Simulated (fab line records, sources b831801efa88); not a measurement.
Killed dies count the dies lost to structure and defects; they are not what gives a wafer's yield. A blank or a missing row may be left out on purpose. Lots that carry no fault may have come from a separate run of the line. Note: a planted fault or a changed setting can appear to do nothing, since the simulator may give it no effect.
Which tool is to blame? | flow sky130 | 14 lots, 42 wafers sampled, at 3 steps of a route of 708

WHAT THE GAUGES READ, wafer by wafer
SKY_LDD_LDN_OVL_MEAS_07. Usual: LDD_LDN_OVL gives -0.5 nm (standard deviation 1.2).
lot  | measured     | on         | LDD_LDN_OVL (nm) | flag
L325 | day 22 20:03 | overlay-01 | -1.0 -0.3 -2.2   | 
L326 | day 23 02:43 | overlay-02 | 0.4 -0.1 -0.4    | 
L327 | day 23 16:26 | overlay-01 | -1.3 0.4 -1.0    | 
L328 | day 24 09:55 | overlay-01 | -2.5 -3.2 -1.4   | 
L329 | day 25 00:18 | overlay-01 | 0.7 -1.6 -1.6    | 
L330 | day 25 09:26 | overlay-01 | -0.6 -1.2 -1.8   | 
L334 | day 26 11:32 | overlay-02 | -0.3 -1.6 -0.2   | 
L336 | day 27 00:20 | overlay-01 | -2.7 -3.6 -1.3   | 
L337 | day 27 10:32 | overlay-01 | -0.7 0.2 -1.4    | 
L338 | day 27 16:19 | overlay-01 | -2.6 -1.1 -2.7   | 
L342 | day 29 03:00 | overlay-02 | 0.3 -0.8 -0.4    | 
L345 | day 31 00:40 | overlay-02 | -1.4 -0.9 -1.2   | 
L346 | day 31 01:58 | overlay-01 | -0.4 -0.6 -0.4   | 
L347 | day 31 08:28 | overlay-02 | -1.8 -0.9 -0.4   | 

SKY_SD_P_TW_MEAS_11. Usual: SD_P_TW gives 2819 (standard deviation 30).
lot  | measured     | on           | SD_P_TW        | flag
L325 | day 25 09:32 | filmMetro-02 | 2846 2851 2856 | 
L326 | day 25 15:50 | filmMetro-02 | 2853 2843 2838 | 
L327 | day 26 05:17 | filmMetro-01 | 2789 2788 2796 | 
L328 | day 26 23:07 | filmMetro-01 | 2799 2799 2796 | 
L329 | day 27 12:50 | filmMetro-01 | 2807 2798 2802 | 
L330 | day 27 21:42 | filmMetro-01 | 2805 2816 2820 | 
L334 | day 28 22:38 | filmMetro-02 | 2828 2824 2842 | 
L336 | day 29 11:08 | filmMetro-02 | 2813 2829 2835 | 
L337 | day 29 21:05 | filmMetro-01 | 2796 2789 2790 | 
L338 | day 30 02:01 | filmMetro-02 | 2863 2856 2848 | 
L342 | day 31 15:50 | filmMetro-02 | 2836 2856 2860 | 
L345 | day 33 12:02 | filmMetro-01 | 2793 2785 2783 | 
L346 | day 33 11:26 | filmMetro-01 | 2781 2781 2781 | 
L347 | day 33 17:17 | filmMetro-01 | 2784 2784 2779 | 

WHICH TOOL RAN EACH LOT (tool, then ch and the chambers of the sampled wafers, then the start)
lot  | SKY_LDD_LDN_DEVELOP_06
L325 | lithoTrack-04 ch 0, day 22 19:58
L326 | lithoTrack-01 ch 0, day 23 02:35
L327 | lithoTrack-04 ch 0, day 23 16:19
L328 | lithoTrack-03 ch 0, day 24 09:46
L329 | lithoTrack-04 ch 0, day 25 00:11
L330 | lithoTrack-04 ch 0, day 25 09:19
L334 | lithoTrack-03 ch 0, day 26 11:25
L336 | lithoTrack-04 ch 0, day 27 00:11
L337 | lithoTrack-03 ch 0, day 27 10:25
L338 | lithoTrack-03 ch 0, day 27 16:10
L342 | lithoTrack-04 ch 0, day 29 02:55
L345 | lithoTrack-03 ch 0, day 31 00:31
L346 | lithoTrack-01 ch 0, day 31 01:49
L347 | lithoTrack-03 ch 0, day 31 08:19
- SKY_LDD_LDN_DEVELOP_06: develop time 60 s.

AS READ BY THE TOOLS THEMSELVES (means over the sampled wafers that have a number; for cases with no such wafer, the mark the record gives instead)
SKY_LDD_LDN_DEVELOP_06. Usual: 23.02 C for developerTempC, sd 0.11.
lot  | tool          | developerTempC (C) | flag
L325 | lithoTrack-04 | 22.94              | 
L326 | lithoTrack-01 | 23.00              | 
L327 | lithoTrack-04 | 23.03              | 
L328 | lithoTrack-03 | 22.80              | 
L329 | lithoTrack-04 | 22.99              | 
L330 | lithoTrack-04 | 22.94              | 
L334 | lithoTrack-03 | 22.95              | 
L336 | lithoTrack-04 | 22.97              | 
L337 | lithoTrack-03 | 22.05              | OFF
L338 | lithoTrack-03 | 22.11              | OFF
L342 | lithoTrack-04 | 23.11              | 
L345 | lithoTrack-03 | 23.03              | 
L346 | lithoTrack-01 | 23.01              | 
L347 | lithoTrack-03 | 22.99              | 

THE ANSWER, worked out from the rows above alone
Rule: a lot counts as off when the mean over its wafers that have a number is more than 3 standard deviations away from the usual mean. A lot without any number at a reading at which 4 lots or more have one is off too. The other lots that the step has rows for count as sound. The gauges are gone through in route order, then the tools' own readings, and for those a lot's mean is taken as printed above. At the first step where some lot is off, the reading lying furthest off is the one used; lots without a number count as furthest.
Off, at SKY_LDD_LDN_DEVELOP_06 on developerTempC: L337, L338.
If a tool, at that step or one of the process steps before it, ran each lot that is off and ran no sound lot following the first of them, it fits. Of those tried, none fits.

WHAT HAD BEEN PUT IN BY THE SIMULATOR
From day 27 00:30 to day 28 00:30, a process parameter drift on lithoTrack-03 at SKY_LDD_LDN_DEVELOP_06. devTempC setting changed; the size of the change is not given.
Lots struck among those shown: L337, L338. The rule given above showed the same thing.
